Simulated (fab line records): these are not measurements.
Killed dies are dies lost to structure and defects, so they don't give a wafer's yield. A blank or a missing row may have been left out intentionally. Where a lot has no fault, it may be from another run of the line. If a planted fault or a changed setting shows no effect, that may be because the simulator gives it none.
The same fault as seen by 2 desks + flow sky130 + numbers are kept per desk, each desk with only its own; the story behind them comes last

== FOR THE TOOL OWNER'S DESK: rie_metal-01 ==
The tool's own readings at SKY_CAPM_METAL_ETCH_13 (etches TiN in Cl2/BCl3, stops on SiO2, target depth 220 nm, time 62.9 s): means of the sampled wafers that have a number, for each lot that ran on this tool. If a lot's mean is further than 4 standard deviations from the usual mean, the lot is out of limits and carries the mark OUT (the distance appears in the brackets).
Columns: A = drypump_motor_current_A at SKY_CAPM_METAL_ETCH_13, usual 5.8 A; B = oes_product_au at SKY_CAPM_METAL_ETCH_13, usual 0.940 a.u.; C = rf_fwd_power_W at SKY_CAPM_METAL_ETCH_13, usual 892 W; D = throttle_valve_pct at SKY_CAPM_METAL_ETCH_13, usual 21.903 %
| lot  | first seen here | A   | B                | C   | D                 |
|------|-----------------|-----|------------------|-----|-------------------|
| L864 | day 39 06:38    | 6.0 | 0.941            | 893 | 21.897            |
| L868 | day 40 11:59    | 6.1 | 0.878 (-9.5) OUT | 897 | 21.948 (+4.7) OUT |
| L869 | day 40 18:32    | 6.0 | 0.881 (-9.0) OUT | 896 | 21.940            |
| L882 | day 43 23:08    | 5.9 | 0.939            | 894 | 21.906            |
Finding of this desk: L868, L869 out of limits; the first was L868 at day 40 11:59, on oes_product_au at SKY_CAPM_METAL_ETCH_13. L864, L882: within limits.

== AT THE METROLOGY DESK ==
Lot by lot, what the gauges showed, no matter which tool ran the lot: averages of those sampled wafers that carry a number. If a lot's mean is further than 4 standard deviations from the usual mean, the lot is out of limits and carries the mark OUT (the distance appears in the brackets).
Columns: A = CAPM_OVL at SKY_CAPM_OVL_MEAS_12, usual 0.1 nm
| lot  | first seen here | A    |
|------|-----------------|------|
| L859 | day 37 03:19    | -0.3 |
| L864 | day 39 06:35    | 1.1  |
| L867 | day 40 02:11    | -1.4 |
| L868 | day 40 11:56    | 1.3  |
| L869 | day 40 18:27    | -1.2 |
| L874 | day 42 01:16    | -1.1 |
| L875 | day 42 01:35    | 1.8  |
| L872 | day 42 06:47    | 1.5  |
| L876 | day 42 09:08    | 1.5  |
| L879 | day 43 09:59    | -0.9 |
| L882 | day 43 23:05    | 1.1  |
This desk found nothing out of limits on any of the 11 lots.

== ALL TOGETHER ==
At day 40 11:59, on L868, L869, the tool owner's desk was in a position to raise an alarm.
Nothing out of limits was seen by the metrology desk.
The metrology desk holds a record of L868, L869, inside its limits.
On rie_metal-01, each named lot ran SKY_CAPM_METAL_ETCH_13.

== WHAT THE SIMULATOR HAD INSERTED ==
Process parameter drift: rie_metal-01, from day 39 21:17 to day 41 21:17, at SKY_CAPM_METAL_ETCH_13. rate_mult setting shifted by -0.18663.
Shown lots that were struck: L868, L869.
Each desk's first reading out of limits, in hours after the fault started: the tool owner's desk, 15.
